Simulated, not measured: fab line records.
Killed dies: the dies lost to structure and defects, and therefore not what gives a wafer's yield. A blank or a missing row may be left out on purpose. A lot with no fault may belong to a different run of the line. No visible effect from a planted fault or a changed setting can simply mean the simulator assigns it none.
Which tool was responsible?    flow gf180mcu    21 wafers sampled from 7 lots at 1 step of a route of 602

## WHAT THE GAUGES SHOWED, per wafer
GF_STI_THK_MEAS_24.
lot   measured     on             STI_CVD_23_THK (nm)
L421  day 2 08:36  film_metro-04  657 651 661
L423  day 2 20:13  film_metro-01  642 647 648
L425  day 3 09:42  film_metro-01  644 648 655
L426  day 3 16:55  film_metro-04  659 657 649
L431  day 4 14:25  film_metro-01  648 659 653
L438  day 6 01:08  film_metro-04  650 654 653
L442  day 6 21:16  film_metro-03  650 637 648

## TOOL THAT RAN EACH LOT (tool first, then ch and the chambers of the sampled wafers, then the start)
The record shows no process step preceding these readings.

## THE ANSWER, worked out from the rows above alone
Rule: what is usual is taken from the lots themselves. The widest of any qualifying gaps counts: lots, ordered by their means at a reading, are off when they make up no more than a third of the lots, leave a main group of 4 or more, and stand apart from it by 3 or more times the standard deviation of that group's means. A main group is skipped when, at the precision printed for the reading in the tables above, its means are all equal. A lot without any number at a reading at which 4 lots or more have one is off too. The other lots that the step has rows for count as sound.
No lot is off on any of the readings shown, so nothing can be concluded from this.

## WHAT THE SIMULATOR PUT IN
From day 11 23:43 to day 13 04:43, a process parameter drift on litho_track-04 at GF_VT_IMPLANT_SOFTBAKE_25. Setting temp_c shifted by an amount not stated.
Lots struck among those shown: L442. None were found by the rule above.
